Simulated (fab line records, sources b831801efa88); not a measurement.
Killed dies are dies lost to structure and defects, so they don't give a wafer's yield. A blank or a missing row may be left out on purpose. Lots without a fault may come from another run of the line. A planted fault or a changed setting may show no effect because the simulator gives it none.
Which tool did it? | flow sfq_line | 14 lots, 42 wafers sampled, at 2 steps of a route of 325

WHAT THE GAUGES READ, wafer by wafer
The record holds no reading of a measuring or inspecting step that can be judged against a usual standard deviation.

WHICH TOOL RAN EACH LOT (tool, then ch and the chambers of the sampled wafers, then the start)
lot  | SFQ_TRILAYER_A5C_DEP_PECVD_142  | SFQ_TRILAYER_C5_ETCH_VIA_ETCH_154
L776 | pecvd-04 ch 0,1,2, day 55 11:38 | rie_diel-04 ch 0,1,3, day 66 21:01
L779 | pecvd-02 ch 1,2, day 59 03:24   | rie_diel-02 ch 0,2, day 70 01:32
L782 | pecvd-01 ch 0,1, day 59 11:47   | rie_diel-04 ch 1,2,3, day 70 10:11
L783 | pecvd-02 ch 1, day 59 15:23     | rie_diel-03 ch 0,1, day 70 14:59
L785 | pecvd-02 ch 1,2, day 60 14:31   | rie_diel-04 ch 2,3, day 71 03:39
L789 | pecvd-04 ch 1,2, day 62 02:10   | rie_diel-03 ch 0,1, day 72 05:36
L790 | pecvd-01 ch 0,1,2, day 62 06:14 | rie_diel-04 ch 1,2,3, day 72 08:00
L791 | pecvd-02 ch 0,2, day 63 20:26   | rie_diel-02 ch 0,1,3, day 72 18:55
L792 | pecvd-01 ch 0,1,2, day 64 01:14 | rie_diel-03 ch 0,1,3, day 73 03:25
L793 | pecvd-02 ch 0,1, day 64 08:47   | rie_diel-03 ch 0,1,3, day 73 08:13
L794 | pecvd-04 ch 0,1,2, day 64 09:53 | rie_diel-04 ch 0,3, day 73 09:25
L795 | pecvd-01 ch 1,2, day 64 11:55   | rie_diel-02 ch 0,1, day 73 11:52
L796 | pecvd-02 ch 1,2, day 64 15:28   | rie_diel-04 ch 0,2, day 73 16:37
L798 | pecvd-02 ch 1,2, day 65 00:52   | rie_diel-03 ch 1,2,3, day 74 02:21
- SFQ_TRILAYER_A5C_DEP_PECVD_142: deposits SiO2 from SiH4/N2O, time 15.556 s, target thk 70 nm.
- SFQ_TRILAYER_C5_ETCH_VIA_ETCH_154: etches SiO2 in CHF3, stops on Nb, target depth 84 nm.

WHAT THE TOOLS THEMSELVES READ (means of the sampled wafers that have a number; where no wafer has one, the mark that the record gives instead)
SFQ_TRILAYER_A5C_DEP_PECVD_142.
lot  | tool     | heater_power_w (W) | rf_fwd_power_W (W) | throttle_valve_pct (%)
L776 | pecvd-04 | 96                 | 180.0              | 24.2
L779 | pecvd-02 | 82                 | 180.6              | 23.7
L782 | pecvd-01 | 76                 | 181.6              | 24.3
L783 | pecvd-02 | 97                 | 180.3              | 23.9
L785 | pecvd-02 | 83                 | 180.3              | 23.8
L789 | pecvd-04 | 85                 | 180.0              | 25.2
L790 | pecvd-01 | 85                 | 180.4              | 24.4
L791 | pecvd-02 | 93                 | 179.5              | 24.0
L792 | pecvd-01 | 83                 | 180.2              | 24.5
L793 | pecvd-02 | 91                 | 179.6              | 24.2
L794 | pecvd-04 | 93                 | 179.7              | 24.6
L795 | pecvd-01 | 86                 | 180.4              | 24.3
L796 | pecvd-02 | 85                 | 180.1              | 24.0
L798 | pecvd-02 | 89                 | 180.6              | 24.1

SFQ_TRILAYER_C5_ETCH_VIA_ETCH_154.
lot  | tool        | drypump_motor_current_A (A) | oes_product_au (a.u.) | rf_fwd_power_W (W)
L776 | rie_diel-04 | 5.3                         | 0.901                 | 495.7
L779 | rie_diel-02 | 6.1                         | 0.899                 | 494.4
L782 | rie_diel-04 | 5.4                         | 0.904                 | 495.6
L783 | rie_diel-03 | 6.6                         | 0.938                 | 495.7
L785 | rie_diel-04 | 5.4                         | 0.928                 | 494.2
L789 | rie_diel-03 | 6.6                         | 0.900                 | 494.7
L790 | rie_diel-04 | 5.4                         | 0.889                 | 493.9
L791 | rie_diel-02 | 5.5                         | 0.891                 | 495.1
L792 | rie_diel-03 | 6.2                         | 0.904                 | 496.9
L793 | rie_diel-03 | 6.2                         | 0.897                 | 495.4
L794 | rie_diel-04 | 5.7                         | 0.896                 | 493.3
L795 | rie_diel-02 | 5.6                         | 0.895                 | 494.7
L796 | rie_diel-04 | 5.1                         | 0.889                 | 494.5
L798 | rie_diel-03 | 6.3                         | 0.893                 | 494.6

THE ANSWER, worked out from the rows above alone
Rule: what is usual is taken from the lots themselves. Put in order of their means at a reading, lots are off if they are a third of the lots or fewer, leave a main group of 4 or more, and stand apart from it by a gap of 3 or more times the standard deviation of the main group's means; of several such gaps the widest counts. A main group whose means are all the same, to the digits that the tables above print for the reading, isn't used. A lot without any number at a reading at which 4 lots or more have one is off too. The other lots that the step has rows for count as sound. The gauges are gone through in route order, then the tools' own readings, and for those a lot's mean is taken as printed above. The first step at which some lot is off is used, and at that step the reading that is off furthest; a lot without a number counts as furthest.
Off: L783, L785, at SFQ_TRILAYER_C5_ETCH_VIA_ETCH_154 (oes_product_au). The main group: mean 0.897 a.u., standard deviation 0.0051.
A tool fits if, at that step or a process step before it, it ran every lot that is off, and no sound lot after the first of them. None of those tried fits.

WHAT THE SIMULATOR HAD PUT IN
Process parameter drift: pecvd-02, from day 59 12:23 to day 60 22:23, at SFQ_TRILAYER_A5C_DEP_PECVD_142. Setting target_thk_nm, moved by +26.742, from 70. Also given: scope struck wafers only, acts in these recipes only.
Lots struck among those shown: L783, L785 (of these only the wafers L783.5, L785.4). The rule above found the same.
